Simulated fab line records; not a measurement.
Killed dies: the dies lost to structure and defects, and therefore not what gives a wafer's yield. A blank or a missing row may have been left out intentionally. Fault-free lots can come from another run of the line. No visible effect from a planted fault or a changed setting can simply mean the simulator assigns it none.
A struck lot beside a sound one | flow gf180mcu | 14 steps out of a route of 602
Sound: wafers L755.1, L755.2, L755.5. Wafers L761.2, L761.3, L761.5 were the ones struck. The cause is named last.
At each step with rows: each side's tool, then ch and its chambers, then its first start. Under that, the readings that differ: sound wafers | struck wafers | difference of the means | sigmas: that difference in standard deviations of wafers without a fault.
alike: same words and numbers on both sides, and readings whose means sit less than 2 such deviations apart. not compared: any withheld reading, any reading some wafer has no value for, any bound like >300 that may hide the same value, and any number with overlapping values for which the record gives no deviation.
Wherever a step has rows on one side only, a row that says differs or no value, or a row with sigmas, the two part there. Numbers that have no deviation but don't overlap get no sigmas and don't part them. A reading missing from all wafers of one side parts the sides only when that side holds two or more wafers.

first, 6 steps without rows for these wafers: GF_M2_HMDS_08 (prime time 60 s); GF_M2_COAT_09 (resist thk 1000 nm); GF_M2_SOFTBAKE_10 (time 60 s); GF_M2_EXPOSE_11 (exposes mask Metal2, target cd 280 nm); GF_M2_PEB_12 (peb time 90 s); GF_M2_DEVELOP_13 (develop time 60 s).
GF_M2_CD_MEAS_14: the cd target is 280 nm.
  sound on cd_sem-02 at day 21 15:02; struck on cd_sem-01 at day 23 17:46
  alike: cd_nm
GF_M2_OVL_MEAS_15:
  sound on overlay-01 at day 21 15:10; struck on overlay-02 at day 23 17:52
  alike: M2_OVL
GF_M2_METAL_ETCH_16: etches the open film in Cl2/BCl3, stops on SiO2, target depth 627.5 nm, time 104.6 s.
  sound on rie_metal-01 ch 0,1, day 21 15:11; struck on rie_metal-04 ch 0,1, day 23 17:53
  alike: drypump_motor_current_A, oes_product_au, throttle_valve_pct
  not compared: rf_hours_counter_h
GF_M2_STRIP_17: strips in O2/N2.
  sound on plasma_asher-02 ch 0,1, day 21 15:19; struck on plasma_asher-03 ch 0,1, day 23 18:01
  alike: drypump_motor_current_A, heater_power_w, oes_product_au, strip_time_to_endpoint_s
  not compared: rf_hours_counter_h
then, 2 steps without rows for these wafers: GF_M2_STRIP_18 (strips in post etch residue remover, time 1200 s); GF_M2_CLEAN_19 (cleans in DIW).
GF_V2_CVD_00: deposits SiO2, target thk 600 nm, time 100 s.
  sound on hdpcvd-02 ch 1,2, day 21 15:54; struck on hdpcvd-01 ch 1,2, day 23 18:32
  no value came back on the struck wafers for pressure_mtorr (mTorr), run_length_s (s), sih4_flow_sccm (sccm); on the sound wafers pressure_mtorr (mTorr) reads 5.994 6.008 5.992
GF_PASSIVATION_PROBE_99:
  rows exist in the record for the sound wafers here (prober-01, day 30 22:47), none for the struck ones

## WHERE THEY PART
First at GF_V2_CVD_00; last, within this record, at GF_PASSIVATION_PROBE_99.

WHY: whatever the simulator had introduced
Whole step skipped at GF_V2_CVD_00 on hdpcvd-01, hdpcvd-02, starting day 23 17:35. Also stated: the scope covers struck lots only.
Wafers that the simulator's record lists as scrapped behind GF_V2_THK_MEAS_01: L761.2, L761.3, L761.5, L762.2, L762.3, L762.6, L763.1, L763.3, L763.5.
